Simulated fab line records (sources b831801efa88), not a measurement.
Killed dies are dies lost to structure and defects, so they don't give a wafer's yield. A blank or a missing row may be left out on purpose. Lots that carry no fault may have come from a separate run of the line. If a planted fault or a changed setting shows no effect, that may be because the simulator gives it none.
Split-lot trial + flow gf180mcu + 23 wafers read across 5 lots, on a route 602 steps long

== SPLIT DETAILS ==
At GF_TOP_METAL_SPUTTER_02 (material AlCu, target thk 900 nm, time 47.82 s), the setting time_s was moved away from the recipe's 47.82 s on 5 of the 23 wafers read, by +9.8% to +11.3%. This setting was run at the recipe's value on the other wafers.

== FROM THE SPLIT TO THE READING: what the file shows between them, 8 steps ==
- GF_TOP_METAL_SPUTTER_03: material Ti, target thk 5 nm, time 3.3 s
- GF_TOP_METAL_SPUTTER_04: material TiN, target thk 25 nm, time 20.8 s
- GF_TOP_METAL_RS_MEAS_05: measures by four-point-probe
- GF_TOP_METAL_THK_MEAS_06: measures by xrf
- GF_TOP_METAL_EXPOSE_11: exposes mask MetalTop, target cd 440 nm (also split here: dose_mj)
- GF_TOP_METAL_PEB_12
- GF_TOP_METAL_DEVELOP_13: develop time 57.42 s
- GF_TOP_METAL_CD_MEAS_14: target cd 440 nm

== THE READING ==
oes_product_au, in a.u., at GF_TOP_METAL_METAL_ETCH_16 (etches the open film in Cl2/BCl3, stops on SiO2, target depth 1077.5 nm, time 179.6 s). Fault-free wafers of this fab line usually give 0.965 a.u., standard deviation 0.0062 a.u.

| wafer  | tool, chamber at the split | time_s as run, s | against the recipe | oes_product_au, a.u. | against lot-mates on the recipe |
|--------|----------------------------|------------------|--------------------|----------------------|---------------------------------|
| L074.2 | pvd_sputter-04, -          | 52.51            | +9.8%              | 0.986                | +0.025                          |
| L074.3 | pvd_sputter-04, -          | 47.82            | recipe             | 0.960                | -                               |
| L074.4 | pvd_sputter-04, -          | 52.51            | +9.8%              | 0.989                | +0.028                          |
| L074.5 | pvd_sputter-04, -          | 47.82            | recipe             | 0.962                | -                               |
| L074.6 | pvd_sputter-04, -          | 52.51            | +9.8%              | 0.987                | +0.026                          |
| L078.1 | pvd_sputter-03, -          | 47.82            | recipe             | 0.962                | -                               |
| L078.2 | pvd_sputter-03, -          | 47.82            | recipe             | 0.958                | -                               |
| L078.4 | pvd_sputter-03, -          | 47.82            | recipe             | 0.957                | -                               |
| L078.5 | pvd_sputter-03, -          | 47.82            | recipe             | 0.971                | -                               |
| L078.6 | pvd_sputter-03, -          | 47.82            | recipe             | 0.957                | -                               |
| L082.2 | pvd_sputter-03, -          | 47.82            | recipe             | 0.975                | -                               |
| L082.3 | pvd_sputter-03, -          | 47.82            | recipe             | 0.966                | -                               |
| L082.4 | pvd_sputter-03, -          | 47.82            | recipe             | 0.973                | -                               |
| L084.1 | pvd_sputter-01, -          | 47.82            | recipe             | 0.963                | -                               |
| L084.2 | pvd_sputter-01, -          | 47.82            | recipe             | 0.960                | -                               |
| L084.3 | pvd_sputter-01, -          | 47.82            | recipe             | 0.957                | -                               |
| L084.4 | pvd_sputter-01, -          | 53.21            | +11.3%             | 0.999                | +0.039                          |
| L084.6 | pvd_sputter-01, -          | 53.21            | +11.3%             | 0.992                | +0.032                          |
| L085.1 | pvd_sputter-03, -          | 47.82            | recipe             | 0.979                | -                               |
| L085.3 | pvd_sputter-03, -          | 47.82            | recipe             | 0.966                | -                               |
| L085.4 | pvd_sputter-03, -          | 47.82            | recipe             | 0.973                | -                               |
| L085.5 | pvd_sputter-03, -          | 47.82            | recipe             | 0.966                | -                               |
| L085.6 | pvd_sputter-03, -          | 47.82            | recipe             | 0.965                | -                               |

THE FIT
A straight line over all 23 wafers: oes_product_au changes by +0.00248 a.u. for each +1% of time_s; r = +0.87; the points scatter about the line by 0.0063 a.u.
The same after taking each lot's own level away (the mean of its wafers on the recipe; 23 wafers): +0.00291 a.u. for each +1%; r = +0.95; scatter 0.0044 a.u.
According to that fit, moving time_s by its largest amount changes the reading by 0.033 a.u.
The span of the lots' own levels, 0.9600 to 0.9713 a.u., comes to 1.8 times the standard deviation stated above.
So the slope is not independent of the lot-to-lot level: the two fits are not the same.
Check: for one of the wafers moved furthest among these (+11.3%), held out of the fit, the line's prediction against its lot-mates is +0.0308 a.u. Against them it came out at +0.039 a.u.

== OTHER SPLITS ON THESE WAFERS ==
Note: prior to the reading, these wafers also went through further splits. Each is held against what the fit with the lots' levels taken away leaves over:
| other split on the same wafers  | wafers away from the commonest value | r with oes_product_au (lot level and that fit taken away) |
|---------------------------------|--------------------------------------|-----------------------------------------------------------|
| GF_MIM_SPUTTER_08 power_w       | 6                                    | +0.13                                                     |
| GF_MIM_METAL_ETCH_19 icp_w      | 7                                    | +0.33                                                     |
| GF_V5_CMP_04 leave_above_ref_nm | 8                                    | +0.12                                                     |
| GF_V5_PEB_12 peb_temp_c         | 9                                    | +0.36                                                     |
| GF_TOP_METAL_SPUTTER_00 power_w | 9                                    | -0.18                                                     |
| GF_TOP_METAL_EXPOSE_11 dose_mj  | 9                                    | +0.10                                                     |

== THE WHOLE CHAIN: every reading that the file lists as answering this split, in the file's order ==
| step                       | what it does                                                                          | reading                                                                              | change (the file's fit)                   | r (the file's) |
|----------------------------|---------------------------------------------------------------------------------------|--------------------------------------------------------------------------------------|-------------------------------------------|----------------|
| GF_TOP_METAL_SPUTTER_02    | material AlCu, target thk 900 nm, time 47.82 s                                        | AlCu_of_TOP_METAL_SPUTTER_02.thk_nm (the simulator's own value, which no gauge read) | +9.26 nm for each +1% of the setting      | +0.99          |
| GF_TOP_METAL_RS_MEAS_05    | measures by four-point-probe                                                          | TOP_METAL_ALCU_RS                                                                    | -0.000314 for each +1% of the setting     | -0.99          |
| GF_TOP_METAL_THK_MEAS_06   | measures by xrf                                                                       | TOP_METAL_ALCU_THK                                                                   | +9.24 for each +1% of the setting         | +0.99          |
| GF_TOP_METAL_METAL_ETCH_16 | etches the open film in Cl2/BCl3, stops on SiO2, target depth 1077.5 nm, time 179.6 s | oes_product_au                                                                       | +0.00294 a.u. for each +1% of the setting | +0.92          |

== FILE'S OWN FIT ==
oes_product_au changes by +0.00294 a.u. for each +1% of time_s, r = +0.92.
